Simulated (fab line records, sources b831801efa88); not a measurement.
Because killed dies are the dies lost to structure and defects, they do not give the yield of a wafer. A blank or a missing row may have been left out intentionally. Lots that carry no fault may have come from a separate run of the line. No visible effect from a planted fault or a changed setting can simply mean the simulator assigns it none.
Problem report in the 8D (eight disciplines) form, filled by code ; flow sky130 ; the parts of the form that need people (team, actions taken, sign-off) are left out

## 1. THE ISSUE
Mean VIA3_HDPCVD_THK at SKY_VIA3_THK_MEAS_01: 1181 nm over 4 wafers in 3 lots; fault-free wafers: 1628 nm, standard deviation 17. Measured from the usual mean, that is -26 standard deviations.
The first sign was on wafer L912.3 at day 41 22:20, on film-metro-03. At this step, 36 wafers from 12 lots have a number in the record. By rule, "out" or "out of limits" means more than 4 standard deviations away from the usual mean. The rest of the wafers with a number are treated as sound.

## 2. WHAT THIS IS AND IS NOT
question;is;is not
which readings at this step;VIA3_HDPCVD_THK;-
which lots;L912, L913, L915;L903, L904, L905, L907, L908, L909, L911, L922, L923
which wafers of those lots;L912.3, L912.4, L913.3, L915.3;L912.5, L913.1, L913.2, L915.1, L915.6
read on which gauges;film-metro-01, film-metro-03;film-metro-02
when;from day 41 22:20;"up to then (22 sound wafers); but 10 sound wafers of L913, L915, L922, L923 came after"

## 3. SUSPECTS, AND WHAT RULES EACH OUT
Counting: if a tool at a process step up to the reading ran every lot that is out, it stays a suspect. Sound lots after the first of them don't rule it out here, since some wafers of a struck lot are sound.
- the gauge at SKY_VIA3_THK_MEAS_01: ruled out. 2 gauges (film-metro-01, film-metro-03) read the wafers that are out.
- rie-metal-04 at SKY_METAL3_METAL_ETCH_18 (etches the open film in Cl2/BCl3, stops on SiO2, target depth 845 nm, time 183.1 s): kept. Ran every lot that is out, first one L912 (day 41 21:26); last sound lot up to then L909 (day 41 07:34).
- hdpcvd-01 at SKY_VIA3_HDPCVD_00 (deposits SiO2, target thk 1635 nm, time 272.5 s): kept. Ran every lot that is out, first one L912 (day 41 22:08); last sound lot up to then L911 (day 41 12:42). Out on those wafers are its own readings of run-length-s.
- At SKY_VIA3_HDPCVD_00, inside hdpcvd-01: chamber 0 took the wafers that are out, while their sound lot-mates went through chambers 1, 2.
The count leaves hdpcvd-01 at SKY_VIA3_HDPCVD_00 and rie-metal-04 at SKY_METAL3_METAL_ETCH_18.

## 4. THE CAUSE (what the simulator had put in)
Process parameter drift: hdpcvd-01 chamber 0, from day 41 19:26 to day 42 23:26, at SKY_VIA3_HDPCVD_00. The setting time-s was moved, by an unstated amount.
Of the 2 suspects that counting leaves, this tool is one.

## 5. SEQUENCE OF EFFECTS, ordered by route
Each row: a reading whose mean over the struck wafers that have a number lies more than 3 standard deviations from the usual. Only readings whose record carries a usual standard deviation are examined. hours: median over the lots of the time between each lot's start at the first step of this table that gives one and its start at this step. sigmas: the change, counted in usual standard deviations.
hours;step;reading;usual;on struck wafers;change;sigmas
0;SKY_VIA3_HDPCVD_00;run-length-s;300.6 s;227.8;-72.8;-99 or more
0;SKY_VIA3_THK_MEAS_01;VIA3_HDPCVD_THK;1628 nm;1181;-447;-26
It contains these process steps:
- SKY_VIA3_HDPCVD_00: deposits SiO2, target thk 1635 nm, time 272.5 s.

## 6. WHAT WOULD HAVE CAUGHT IT SOONER
3 hours passed between the start of the fault at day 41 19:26 and the first reading out of limits at a measuring or inspecting step in this record, taken at day 41 22:20.
The tool's own readings at SKY_VIA3_HDPCVD_00 were out on every struck wafer that the step has a row for (run-length-s): an alarm limit on them would have fired on the first of those.
Among the 3 lots that are out, L913, L915 began SKY_VIA3_HDPCVD_00 on hdpcvd-01 after day 41 22:20. A hold on the tool at that time would have spared those 2.
